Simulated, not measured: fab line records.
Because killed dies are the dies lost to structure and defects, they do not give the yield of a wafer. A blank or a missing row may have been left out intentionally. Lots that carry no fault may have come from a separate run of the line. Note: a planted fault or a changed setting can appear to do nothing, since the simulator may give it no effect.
Struck lot and sound lot, side by side -- flow sky130 -- 32 out of 708 route steps
Sound: the wafers L283.1, L283.2, L283.6. Wafers struck: L289.4, L289.5, L289.6. The cause is named last.
For every step that has rows: the tool of each side, followed by ch and its chambers, followed by its first start. Under that, the readings that differ: sound wafers -- struck wafers -- difference of the means -- sigmas: that difference in standard deviations of wafers without a fault.
alike: a reading whose means differ by less than 2 such deviations, as well as words and numbers matching on both sides. not compared: withheld readings; readings where some wafer has no value; bounds like >300 that might hide an equal value; numbers whose values overlap and for which the record gives no deviation.
A row with sigmas, a row that says differs or no value, or rows on one side alone: a step with any of these is where the two part. Numbers that don't overlap but have no deviation are shown without sigmas and don't part them. A reading that every wafer of one side lacks parts them only if that side has two wafers or more.

SKY_FIELD_ISO_BOW_MEAS_00:
  sound on filmMetro-02, day 2 21:00; struck on filmMetro-01, day 4 03:04
  alike: INCOMING_BOW
SKY_FIELD_ISO_OXIDATION_01: stabilise 600 s, purge 300 s, target thk 12 nm.
  sound on furnace-01 ch 0, day 2 21:07; struck on furnace-01 ch 0, day 4 03:10
  alike: tubeCenterTempC
SKY_FIELD_ISO_THK_MEAS_02:
  sound on filmMetro-01, day 2 22:38; struck on filmMetro-02, day 4 04:43
  alike: FIELD_ISO_OXIDATION_00_THK
then, 1 step without rows for these wafers: SKY_FIELD_ISO_CVD_03 (deposits Si3N4 from DCS/NH3, target thk 165 nm, time 2830 s).
SKY_FIELD_ISO_THK_MEAS_04:
  sound on filmMetro-02, day 3 01:07; struck on filmMetro-01, day 4 07:27
  alike: FIELD_ISO_CVD_03_THK
then, 8 steps without rows for these wafers: SKY_FIELD_ISO_DEHYDRATE_05 (time 60 s); SKY_FIELD_ISO_HMDS_06 (prime time 60 s); SKY_FIELD_ISO_COAT_07 (resist thk 60.5 nm); SKY_FIELD_ISO_COAT_08 (resist thk 450 nm); SKY_FIELD_ISO_SOFTBAKE_09 (time 90 s); SKY_FIELD_ISO_EXPOSE_10 (exposes mask FOM, target cd 150 nm); SKY_FIELD_ISO_PEB_11; SKY_FIELD_ISO_DEVELOP_12 (develop time 60 s).
SKY_FIELD_ISO_CD_MEAS_13: the cd target is 150 nm.
  sound on cdSem-02, day 3 16:59; struck on cdSem-02, day 5 00:14
  alike: cdNm
SKY_FIELD_ISO_ETCH_14: etches BARC in N2/H2, stops on SiO2, time 45.9 s, target depth 60 nm.
  sound on rieDiel-03 ch 0,2,3, day 3 17:07; struck on rieDiel-02 ch 0,1,2, day 5 00:19
  alike: drypumpMotorCurrentA, oesProductAu, throttleValvePct
  not compared: rfHoursCounterH
SKY_FIELD_ISO_ETCH_15: etches the open film in CHF3/O2, stops on Si, target depth 180 nm, time 72 s.
  sound on rieDiel-03 ch 0,2,3, day 3 17:09; struck on rieDiel-02 ch 0,1,2, day 5 00:22
  alike: chf3FlowSccm, drypumpMotorCurrentA, oesProductAu, throttleValvePct
  not compared: rfHoursCounterH
SKY_FIELD_ISO_STRIP_16: strips in O2/N2.
  sound on plasmaAsher-04 ch 0,1, day 3 17:12; struck on plasmaAsher-01 ch 0,1, day 5 00:26
  alike: drypumpMotorCurrentA, oesProductAu, stripTimeToEndpointS
  not compared: rfHoursCounterH
SKY_FIELD_ISO_ETCH_17: etches Si in HBr/Cl2/O2, target depth 342 nm, time 97.7 s.
  sound on rieSi-02 ch 1,2,3, day 3 17:18; struck on rieSi-01 ch 1,2,3, day 5 00:29
  alike: drypumpMotorCurrentA, oesProductAu, throttleValvePct
  not compared: rfHoursCounterH
then, 5 steps without rows for these wafers: SKY_FIELD_ISO_WET_ETCH_18 (etches Si3N4 in H3PO4, target depth 25 nm, time 286 s); SKY_FIELD_ISO_CLEAN_19 (cleans in SC1/SC2, time 150 s); SKY_FIELD_ISO_CLEAN_20 (cleans in dHF, time 20 s); SKY_FIELD_ISO_WET_ETCH_21 (etches SiO2 in dHF, target depth 20 nm, time 400 s); SKY_FIELD_ISO_OXIDATION_22 (stabilise 600 s, purge 300 s, target thk 10 nm).
SKY_FIELD_ISO_THK_MEAS_23:
  sound on filmMetro-02, day 3 19:22; struck on filmMetro-01, day 5 02:38
  alike: FIELD_ISO_OXIDATION_01_THK
then, 1 step without rows for these wafers: SKY_FIELD_ISO_CVD_24 (deposits SiO2, target thk 595 nm, time 99.2 s).
SKY_FIELD_ISO_THK_MEAS_25:
  sound on filmMetro-03, day 3 19:31; struck on filmMetro-02, day 5 02:46
  alike: FIELD_ISO_CVD_24_THK
then, 1 step without rows for these wafers: SKY_FIELD_ISO_ANNEAL_26 (time 1800 s).
SKY_FIELD_ISO_CMP_27: polishes, stops on Si3N4, t overpolish 16 s, target thk 457.8 nm.
  sound on cmp-02 ch 0,1,3, day 3 21:04; struck on cmp-01 ch 0,1,2, day 5 04:27
  alike: headPressurePsi, motorCurrentA, overpolishRunS, slurryFilterDpKPa, timeToEndpointS
then, 3 steps without rows for these wafers: SKY_FIELD_ISO_WET_ETCH_28 (etches SiO2 in dHF, target depth 23.7 nm, time 47 s); SKY_FIELD_ISO_WET_ETCH_29 (etches Si3N4 in H3PO4, target depth 160 nm, time 1825 s); SKY_FIELD_ISO_WET_ETCH_30 (etches SiO2 in dHF, target depth 25 nm, time 50 s).
-- here the record skips 44 days between the struck wafers' starts before and after, leaving off in module FIELD_ISO and picking up in module PAD_OPEN (first step shown: number 708 of the route) --
SKY_PAD_OPEN_PROBE_99:
  sound on prober-02, day 47 09:38; struck on prober-01, day 48 17:26
reading,sound,struck,difference,sigmas
killedAtFrontEnd,14 12 7,108 89 110,+91,+21
killedDies,80 78 73,165 161 174,+90,+11
killedOnRim,21 18 14,36 25 37,+15,+4
  alike: killed_at_M0_to_M3, killed_at_M4_up, killedAtContacts, killedAtOther, killedOpen, killedShort

## WHERE THEY PART
At SKY_PAD_OPEN_PROBE_99 and nowhere else, as far as this record goes.

WHY: whatever the simulator had introduced
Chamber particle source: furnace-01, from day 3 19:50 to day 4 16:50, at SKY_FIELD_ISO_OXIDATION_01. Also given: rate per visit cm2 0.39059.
